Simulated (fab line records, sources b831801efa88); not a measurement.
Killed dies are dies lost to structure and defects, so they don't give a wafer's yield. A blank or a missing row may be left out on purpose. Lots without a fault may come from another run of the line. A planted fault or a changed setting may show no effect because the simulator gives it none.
fab line records | flow sky130 | part 1 of 2: steps 1 to 28 of 35
record lots=5 wafers=15 last_day=48
route steps=708 shown LOCAL_INTERCONNECT@405 CONTACT@406 METAL1@434
lots that met no fault: from a run of the same line without faults
start_h: hours from the record's first day to the start of the lot's first wafer shown | wait_h: hours since the lot's step before | " the same as in the row above | L1.1+2: a row that stands for several wafers | - no value, or no start given | * or withheld: withheld | < > ~ a bound
route shown NAME@n: a module of which the file shows steps, and the number in the route of the first | usual: mean/standard deviation of fault-free wafers | same: alike in all rows | chamber/n: place in a boat | sites: the reading at each site | _std_site: their standard deviation | _edge_site: outer sites' mean less inner sites' | radius_mm: how far each site lies from the wafer's centre | mask NAME#n: copy n | behind: the tool/chamber that last shaped the wafer | hold: why the lot was held/for how many hours/how that ended | device: the transistor (n, p or np) that didn't switch | end of line: the same wafers' tests at the end of the route | a step without rows: its recipe alone | killed: dies lost to structure and defects at the first sort, not the wafer's yield | map: a wafer's dies, x killed, . not, _ none there
set.NAME: the setting as run; set.NAME@STEP: as run at that earlier step | model.NAME: the simulator's own value behind a step, which no gauge read
lots at some steps of the route; a table a step, a row a wafer
services: from which hour (start_h, from the record's first day; less than 0 if before it) a tool's chamber was out of use, for how many hours, and why
## steps
# step SKY_LOCAL_INTERCONNECT_CLEAN_18
# recipe chemistry=O3/DIW dry=n2_spin
# columns lot.wafer tool chamber start_h wait_h
L080.1+5+6 wet_bench-01 3 750.40 0.0
L082.3+4+6 wet_bench-02 1 763.11 0.0
L083.3+5+6 wet_bench-03 0 768.61 0.0
L084.2+4+6 wet_bench-03 3 783.85 0.0
L087.1+2+4 wet_bench-01 2 798.69 0.0
# step SKY_CONTACT_CVD_00
# recipe material=Si3N4 target_thk_nm=75 temp_c=400 time_s=withheld rf_w=450
# usual heater_power_w=735/99
# columns lot.wafer tool chamber start_h wait_h heater_power_w
L080.1 pecvd-02 2 750.49 0.0 795
L080.5 " 0 " " 780
L080.6 " 1 " " 640
L082.3 pecvd-01 0 763.24 0.0 801
L082.4 " 2 " " 710
L082.6 " 2 " " 728
L083.3 pecvd-02 2 768.72 0.0 769
L083.5 " 1 " " 778
L083.6 " 2 " " 772
L084.2 pecvd-01 0 783.95 0.0 830
L084.4 " 0 " " 848
L084.6 " 2 " " 741
L087.1 pecvd-02 0 798.78 0.0 764
L087.2 " 1 " " 812
L087.4 " 2 " " 759
# step SKY_CONTACT_THK_MEAS_01
# recipe reads=Si3N4_of_CONTACT_CVD_00
# usual CONTACT_CVD_00_THK=75.2/1.1
# columns lot.wafer tool chamber start_h wait_h CONTACT_CVD_00_THK[nm]
L080.1 film_metro-03 - 750.53 - 74.9
L080.5 " - " " 76.8
L080.6 " - " " 76.4
L082.3 film_metro-03 - 763.29 - 75.7
L082.4 " - " " 73.9
L082.6 " - " " 74.2
L083.3 film_metro-04 - 768.78 - 75.6
L083.5 " - " " 76.5
L083.6 " - " " 76.2
L084.2 film_metro-04 - 784.00 - 75.4
L084.4 " - " " 77.3
L084.6 " - " " 74.7
L087.1 film_metro-04 - 798.82 - 75.5
L087.2 " - " " 75.7
L087.4 " - " " 76.7
# step SKY_CONTACT_HDPCVD_02
# recipe material=SiO2 target_thk_nm=565 sigma_open_frac=0.3 time_s=94.2 temp_c=600 sih4_flow_sccm=60 pressure_mtorr=6
# columns lot.wafer tool chamber start_h wait_h
L080.1+5+6 hdpcvd-01 1,2,1 750.59 0.1
L082.3+4+6 hdpcvd-01 2,0,1 763.33 0.0
L083.3+5+6 hdpcvd-01 0,1,0 768.82 0.0
L084.2+4+6 hdpcvd-01 1,1,2 784.05 0.0
L087.1+2+4 hdpcvd-02 0,1,1 798.88 0.1
# step SKY_CONTACT_THK_MEAS_03
# recipe reads=SiO2_of_CONTACT_HDPCVD_02
# usual CONTACT_HDPCVD_THK=561/6.5
# columns lot.wafer tool chamber start_h wait_h CONTACT_HDPCVD_THK[nm]
L080.1 film_metro-02 - 750.66 0.0 557
L080.5 " - " " 562
L080.6 " - " " 561
L082.3 film_metro-04 - 763.42 0.1 559
L082.4 " - " " 560
L082.6 " - " " 559
L083.3 film_metro-02 - 768.91 0.1 561
L083.5 " - " " 559
L083.6 " - " " 559
L084.2 film_metro-02 - 784.13 0.0 554
L084.4 " - " " 555
L084.6 " - " " 562
L087.1 film_metro-03 - 798.95 0.0 566
L087.2 " - " " 583
L087.4 " - " " 576
# step SKY_CONTACT_CMP_04
# recipe material=SiO2 down_force_psi=4 platen_rpm=60 pad_velocity_m_s=0.94248
# usual motor_current_A=11.3/1 slurry_filter_dp_kPa=13.51/0.13 slurry_flow_ml_min=150.0/0.51 time_to_endpoint_s=81/3.8
# columns lot.wafer tool chamber start_h wait_h motor_current_A slurry_filter_dp_kPa slurry_flow_ml_min time_to_endpoint_s
L080.1 cmp-01 0 750.82 0.1 12.8 13.25 149.7 77
L080.6 " 2 " " 11.3 13.49 150.2 79
L080.5 " 3 " " 11.3 13.48 150.2 77
L082.3 cmp-01 2 763.46 0.0 10.3 13.34 150.0 79
L082.4 " 1 " " 11.5 13.56 150.4 80
L082.6 " 2 " " 10.6 13.39 150.0 79
L083.3 cmp-01 2 769.10 0.2 11.0 13.54 149.4 84
L083.6 " 3 " " 10.3 13.34 149.0 83
L083.5 " 0 " " 12.9 13.63 150.0 81
L084.2 cmp-01 1 784.45 0.3 11.5 13.71 150.8 77
L084.4 " 2 " " 10.6 13.50 150.1 78
L084.6 " 2 " " 11.3 13.63 150.3 80
L087.1 cmp-01 0 799.01 0.1 12.3 13.53 149.2 82
L087.2 " 2 " " 11.0 13.41 150.2 90
L087.4 " 3 " " 10.3 13.51 150.1 87
# step SKY_CONTACT_BOW_MEAS_05
# recipe mode=bow
# usual CONTACT_BOW=83/6.7
# columns lot.wafer tool chamber start_h wait_h CONTACT_BOW[um]
L080.1 film_metro-04 - 751.02 0.1 88
L080.5 " - " " 81
L080.6 " - " " 76
L082.3 film_metro-02 - 763.80 0.3 81
L082.4 " - " " 88
L082.6 " - " " 89
L083.3 film_metro-03 - 769.29 0.1 78
L083.5 " - " " 101
L083.6 " - " " 87
L084.2 film_metro-03 - 784.77 0.3 85
L084.4 " - " " 87
L084.6 " - " " 87
L087.1 film_metro-02 - 799.31 0.2 77
L087.2 " - " " 69
L087.4 " - " " 94
# step SKY_CONTACT_DEHYDRATE_06
# recipe temp_c=200 time_s=60
# columns lot.wafer tool chamber start_h wait_h
L080.1+5+6 litho_track-03 0 762.98 11.9
L082.3+4+6 litho_track-01 0 777.38 13.6
L083.3+5+6 litho_track-01 0 781.93 12.6
L084.2+4+6 litho_track-03 0 797.26 12.5
L087.1+2+4 litho_track-01 0 812.03 12.7
# step SKY_CONTACT_HMDS_07
# recipe prime_time_s=60 prime_temp_c=120
# columns lot.wafer tool chamber start_h wait_h
L080.1+5+6 litho_track-03 0 763.13 0.1
L082.3+4+6 litho_track-01 0 777.53 0.1
L083.3+5+6 litho_track-01 0 782.08 0.1
L084.2+4+6 litho_track-03 0 797.41 0.1
L087.1+2+4 litho_track-01 0 812.18 0.1
# step SKY_CONTACT_COAT_08
# recipe resist=BARC temp_c=withheld time_s=withheld spin_rpm=3000 resist_thk_nm=60
# columns lot.wafer tool chamber start_h wait_h
L080.1+5+6 litho_track-03 0 763.28 0.1
L082.3+4+6 litho_track-01 0 777.68 0.1
L083.3+5+6 litho_track-01 0 782.23 0.1
L084.2+4+6 litho_track-03 0 797.56 0.1
L087.1+2+4 litho_track-01 0 812.33 0.1
# step SKY_CONTACT_COAT_09
# recipe resist=KrF-thick spin_rpm=3000 resist_thk_nm=450
# columns lot.wafer tool chamber start_h wait_h
L080.1+5+6 litho_track-03 0 - -
L082.3+4+6 litho_track-01 0 - -
L083.3+5+6 litho_track-01 0 - -
L084.2+4+6 litho_track-03 0 - -
L087.1+2+4 litho_track-01 0 - -
# step SKY_CONTACT_SOFTBAKE_10
# recipe temp_c=100 time_s=90 resist=KrF-thick
# columns lot.wafer tool chamber start_h wait_h
L080.1+5+6 litho_track-03 0 - -
L082.3+4+6 litho_track-01 0 - -
L083.3+5+6 litho_track-01 0 - -
L084.2+4+6 litho_track-03 0 - -
L087.1+2+4 litho_track-01 0 - -
# step SKY_CONTACT_EXPOSE_11
# recipe mask_id=CTM1 na=0.8 source_shape=annular sigma_inner=0.55 sigma_outer=0.85 target_cd_nm=170 dose_mj=38
# columns lot.wafer tool chamber start_h wait_h mask
L080.1+5+6 krf_scanner-01 0 - - CTM1#0
L082.3+4+6 krf_scanner-02 0 - - CTM1#0
L083.3+5+6 krf_scanner-01 0 - - CTM1#0
L084.2+4+6 krf_scanner-01 0 - - CTM1#0
L087.1+2+4 krf_scanner-01 0 - - CTM1#0
# step SKY_CONTACT_PEB_12
# recipe peb_temp_c=withheld peb_time_s=withheld resist=KrF-thick
# columns lot.wafer tool chamber start_h wait_h
L080.1+5+6 litho_track-03 0 - -
L082.3+4+6 litho_track-03 0 - -
L083.3+5+6 litho_track-02 0 - -
L084.2+4+6 litho_track-02 0 - -
L087.1+2+4 litho_track-03 0 - -
# step SKY_CONTACT_DEVELOP_13
# recipe develop_time_s=60 resist=KrF-thick dev_temp_c=21
# same develop_time_s=60
# columns lot.wafer tool chamber start_h wait_h
L080.1+5+6 litho_track-03 0 - -
L082.3+4+6 litho_track-03 0 - -
L083.3+5+6 litho_track-02 0 - -
L084.2+4+6 litho_track-02 0 - -
L087.1+2+4 litho_track-03 0 - -
# step SKY_CONTACT_CD_MEAS_14
# recipe target_cd_nm=170
# usual cd_nm=169.6/1.7
# columns lot.wafer tool chamber start_h wait_h cd_nm
L080.1 cd_sem-02 - 777.78 - 173.2
L080.5 " - " " 173.3
L080.6 " - " " 173.0
L082.3 cd_sem-02 - 790.37 - 169.2
L082.4 " - " " 171.6
L082.6 " - " " 170.2
L083.3 cd_sem-01 - 795.38 - 168.5
L083.5 " - " " 166.4
L083.6 " - " " 166.0
L084.2 cd_sem-02 - 811.41 - 169.3
L084.4 " - " " 170.8
L084.6 " - " " 170.3
L087.1 cd_sem-02 - 826.08 - 164.5
L087.2 " - " " 167.0
L087.4 " - " " 166.0
# step SKY_CONTACT_OVL_MEAS_15
# usual CONTACT_OVL=1/5
# columns lot.wafer tool chamber start_h wait_h CONTACT_OVL[nm]
L080.1 overlay-02 - 777.90 0.1 -3
L080.5 " - " " -1
L080.6 " - " " 0
L082.3 overlay-01 - 790.47 0.1 6
L082.4 " - " " 6
L082.6 " - " " -1
L083.3 overlay-01 - 795.47 0.1 0
L083.5 " - " " -2
L083.6 " - " " -5
L084.2 overlay-01 - 811.52 0.1 -1
L084.4 " - " " 7
L084.6 " - " " 3
L087.1 overlay-02 - 826.20 0.1 0
L087.2 " - " " 7
L087.4 " - " " -1
# step SKY_CONTACT_ETCH_16
# recipe chemistry=N2/H2 target=BARC ion_energy_ev=200 source_w=500 bias_w=100 pressure_mtorr=30 n2_flow_sccm=100 h2_flow_sccm=200 stop_on=SiO2 time_s=45.9 target_depth_a=600
# usual bias_w=100.0/0.32 drypump_motor_current_A=5.6/0.56 oes_product_au=0.855/0.0047 throttle_valve_pct=13.226/0.0085
# columns lot.wafer tool chamber start_h wait_h bias_w drypump_motor_current_A oes_product_au rf_hours_counter_h throttle_valve_pct
L080.1 rie_diel-04 1 777.94 0.0 99.8 6.6 0.858 5 13.231
L080.5 " 2 " " 99.8 5.0 0.860 - 13.240
L080.6 " 1 " " 100.2 6.6 0.866 - 13.215
L082.3 rie_diel-03 1 790.49 0.0 99.9 6.0 0.853 15 13.239
L082.4 " 0 " " 99.9 5.5 0.864 7 13.217
L082.6 " 0 " " 99.9 5.5 0.859 - 13.225
L083.3 rie_diel-03 3 795.50 0.0 99.9 4.8 0.849 1 13.216
L083.5 " 3 " " 100.4 4.8 0.863 - 13.219
L083.6 " 0 " " 100.3 5.5 0.860 - 13.234
L084.2 rie_diel-03 0 811.55 0.0 99.7 5.5 0.852 8 13.220
L084.4 " 1 " " 100.4 6.0 0.850 16 13.221
L084.6 " 0 " " 99.3 5.5 0.852 - 13.229
L087.1 rie_diel-04 0 826.24 0.0 100.0 5.5 0.849 15 13.231
L087.2 " 1 " " 99.4 6.5 0.854 6 13.222
L087.4 " 0 " " 99.2 5.5 0.856 - 13.224
# step SKY_CONTACT_ETCH_17
# recipe target=SiO2 chemistry=C4F8/O2/Ar stop_on=Si3N4 mask_material=KrF-thick source_w=1500 bias_w=1200 pressure_mtorr=40 c4f8_flow_sccm=withheld O2_flow_sccm=6 Ar_flow_sccm=300 time_s=withheld target_depth_a=3400
# usual bias_w=1200/3.6 oes_product_au=0.891/0.0048
# columns lot.wafer tool chamber start_h wait_h bias_w oes_product_au
L080.1 rie_diel-04 1 777.98 0.0 1206 0.892
L080.5 " 2 " " 1196 0.896
L080.6 " 1 " " 1200 0.896
L082.3 rie_diel-03 1 790.53 0.0 1204 0.892
L082.4 " 0 " " 1201 0.890
L082.6 " 0 " " 1195 0.891
L083.3 rie_diel-03 3 795.54 0.0 1202 0.888
L083.5 " 3 " " 1199 0.893
L083.6 " 0 " " 1203 0.893
L084.2 rie_diel-03 0 811.59 0.0 1200 0.893
L084.4 " 1 " " 1201 0.885
L084.6 " 0 " " 1200 0.885
L087.1 rie_diel-04 0 826.28 0.0 1194 0.891
L087.2 " 1 " " 1205 0.891
L087.4 " 0 " " 1193 0.887
# step SKY_CONTACT_ETCH_18
# recipe target=Si3N4 chemistry=CHF3/O2 stop_on=TiN source_w=600 bias_w=200 pressure_mtorr=40 chf3_flow_sccm=50 O2_flow_sccm=5 time_s=39 target_depth_a=750
# usual bias_w=200.0/0.63 drypump_motor_current_A=5.6/0.56 oes_product_au=0.856/0.0081 throttle_valve_pct=8.795/0.0091
# columns lot.wafer tool chamber start_h wait_h bias_w drypump_motor_current_A oes_product_au rf_hours_counter_h throttle_valve_pct
L080.1 rie_diel-04 1 - - 200.0 6.6 0.862 5 8.786
L080.5 " 2 " " 200.4 5.0 0.861 - 8.807
L080.6 " 1 " " 199.9 6.6 0.863 - 8.783
L082.3 rie_diel-03 1 - - 200.5 6.0 0.860 15 8.796
L082.4 " 0 " " 199.3 5.5 0.857 7 8.804
L082.6 " 0 " " 199.7 5.5 0.853 - 8.774
L083.3 rie_diel-03 3 - - 199.0 4.8 0.867 2 8.783
L083.5 " 3 " " 199.3 4.8 0.867 - 8.793
L083.6 " 0 " " 201.2 5.5 0.854 - 8.811
L084.2 rie_diel-03 0 - - 200.0 5.5 0.860 8 8.807
L084.4 " 1 " " 198.4 6.0 0.869 16 8.805
L084.6 " 0 " " 201.0 5.5 0.849 - 8.812
L087.1 rie_diel-04 0 - - 198.8 5.5 0.864 15 8.788
L087.2 " 1 " " 200.3 6.6 0.863 6 8.807
L087.4 " 0 " " 199.3 5.5 0.866 - 8.799
# step SKY_CONTACT_STRIP_19
# recipe chemistry=O2/N2 power_w=1400 pressure_mtorr=1500 platen_temp_c=withheld o2_flow_sccm=3000 n2_flow_sccm=300 overash_fraction=0.5
# usual drypump_motor_current_A=5.5/0.33 oes_product_au=0.380/0.0046 strip_time_to_endpoint_s=3.60/0.034
# columns lot.wafer tool chamber start_h wait_h drypump_motor_current_A oes_product_au rf_hours_counter_h strip_time_to_endpoint_s
L080.1 plasma_asher-02 0 778.07 - 5.7 0.374 67 3.60
L080.5 " 1 " " 5.6 0.376 - 3.55
L080.6 " 0 " " 5.7 0.371 - 3.60
L082.3 plasma_asher-04 1 790.65 - 4.9 0.379 - 3.60
L082.4 " 0 " " 5.4 0.382 - 3.58
L082.6 " 0 " " 5.4 0.371 - 3.58
L083.3 plasma_asher-02 1 795.66 - 5.6 0.382 - 3.67
L083.5 " 0 " " 5.7 0.384 - 3.64
L083.6 " 1 " " 5.6 0.378 - 3.61
L084.2 plasma_asher-04 1 811.68 - 4.9 0.374 102 3.59
L084.4 " 1 " " 4.9 0.374 - 3.59
L084.6 " 1 " " 4.9 0.381 - 3.55
L087.1 plasma_asher-02 0 826.37 - 5.6 0.377 72 3.58
L087.2 " 1 " " 5.6 0.388 72 3.66
L087.4 " 0 " " 5.7 0.379 - 3.58
# step SKY_CONTACT_STRIP_20
# recipe chemistry=post_etch_residue_remover time_s=1200 temp_c=72.5
# columns lot.wafer tool chamber start_h wait_h
L080.1+5+6 wet_bench-04 1 778.17 0.1
L082.3+4+6 wet_bench-01 3 790.72 0.0
L083.3+5+6 wet_bench-01 0 795.73 0.0
L084.2+4+6 wet_bench-01 2 811.78 0.1
L087.1+2+4 wet_bench-04 1 826.47 0.1
# step SKY_CONTACT_CLEAN_21
# recipe chemistry=IPA time_s=180 temp_c=25
# columns lot.wafer tool chamber start_h wait_h
L080.1+5+6 wet_bench-03 1 778.51 0.0
L082.3+4+6 wet_bench-04 1 791.06 0.0
L083.3+5+6 wet_bench-03 3 796.07 0.0
L084.2+4+6 wet_bench-03 2 812.12 0.0
L087.1+2+4 wet_bench-01 3 826.84 0.0
# step SKY_CONTACT_CLEAN_22
# recipe chemistry=O3/DIW dry=n2_spin
# columns lot.wafer tool chamber start_h wait_h
L080.1+5+6 wet_bench-01 0 778.58 0.0
L082.3+4+6 wet_bench-03 2 791.12 0.0
L083.3+5+6 wet_bench-04 3 796.13 0.0
L084.2+4+6 wet_bench-03 0 812.18 0.0
L087.1+2+4 wet_bench-04 2 826.90 0.0
# step SKY_CONTACT_SPUTTER_23
# recipe material=TiN target_thk_nm=20 chamber_pressure_pa=5 power_w=4000 time_s=80
# usual cathode_dc_power_W=4000.0/0.73 chamber_pressure_pa=4.999/0.011 throttle_valve_pct=30.0/1.1
# columns lot.wafer tool chamber start_h wait_h cathode_dc_power_W chamber_pressure_pa throttle_valve_pct
L080.1 pvd_sputter-03 - 778.68 0.0 4000.9 5.003 31.2
L080.5 " - " " 4000.3 5.004 30.5
L080.6 " - " " 3999.9 4.985 30.9
L082.3 pvd_sputter-02 - 791.21 0.0 3998.5 4.998 29.2
L082.4 " - " " 3999.8 5.023 29.1
L082.6 " - " " 4000.5 5.003 29.0
L083.3 pvd_sputter-02 - 796.23 0.0 4000.4 4.987 28.2
L083.5 " - " " 3999.4 4.986 29.4
L083.6 " - " " 4000.4 4.995 29.0
L084.2 pvd_sputter-03 - 812.27 0.0 4000.0 4.990 30.9
L084.4 " - " " 4001.8 5.006 30.6
L084.6 " - " " 4000.8 4.996 28.2
L087.1 pvd_sputter-02 - 827.00 0.0 3998.8 4.974 29.1
L087.2 " - " " 3999.5 4.984 31.6
L087.4 " - " " 4000.3 4.999 29.0
# step SKY_CONTACT_CVD_24
# recipe material=W target_thk_nm=340 time_s=102.12 temp_c=400 pressure_torr=40
# usual heater_power_w=869/90
# columns lot.wafer tool chamber start_h wait_h heater_power_w
L080.1 cvd_w-01 1 778.74 0.0 847
L080.5 " 0 " " 743
L080.6 " 1 " " 848
L082.3 cvd_w-01 1 791.31 0.1 853
L082.4 " 0 " " 752
L082.6 " 1 " " 842
L083.3 cvd_w-01 0 796.33 0.1 757
L083.5 " 0 " " 779
L083.6 " 1 " " 837
L084.2 cvd_w-01 0 812.33 0.0 740
L084.4 " 0 " " 765
L084.6 " 0 " " 761
L087.1 cvd_w-02 0 827.06 0.0 928
L087.2 " 1 " " 1029
L087.4 " 0 " " 919
# step SKY_CONTACT_RS_MEAS_25
# recipe thk_meas_gauge=four-point-probe reads=W_of_CONTACT_CVD_24+TiN_of_CONTACT_SPUTTER_23
# usual CONTACT_W_RS=0.339/0.0037
# columns lot.wafer tool chamber start_h wait_h CONTACT_W_RS[ohm/sq]
L080.1 film_metro-02 - 778.85 0.1 0.335
L080.5 " - " " 0.342
L080.6 " - " " 0.337
L082.3 film_metro-02 - 791.42 0.1 0.334
L082.4 " - " " 0.341
L082.6 " - " " 0.342
L083.3 film_metro-04 - 796.45 0.1 0.336
L083.5 " - " " 0.337
L083.6 " - " " 0.337
L084.2 film_metro-02 - 812.46 0.1 0.350
L084.4 " - " " 0.343
L084.6 " - " " 0.344
L087.1 film_metro-04 - 827.17 0.1 0.334
L087.2 " - " " 0.338
L087.4 " - " " 0.335
# step SKY_CONTACT_THK_MEAS_26
# recipe thk_meas_gauge=xrf reads=W_of_CONTACT_CVD_24
# usual CONTACT_W_THK=345/4.4
# columns lot.wafer tool chamber start_h wait_h CONTACT_W_THK[nm]
L080.1 film_metro-02 - 778.97 0.1 353
L080.5 " - " " 346
L080.6 " - " " 352
L082.3 film_metro-02 - 791.52 0.1 353
L082.4 " - " " 346
L082.6 " - " " 346
L083.3 film_metro-04 - 796.55 0.1 350
L083.5 " - " " 350
L083.6 " - " " 349
L084.2 film_metro-02 - 812.57 0.1 335
L084.4 " - " " 341
L084.6 " - " " 336
L087.1 film_metro-04 - 827.29 0.1 350
L087.2 " - " " 346
L087.4 " - " " 345
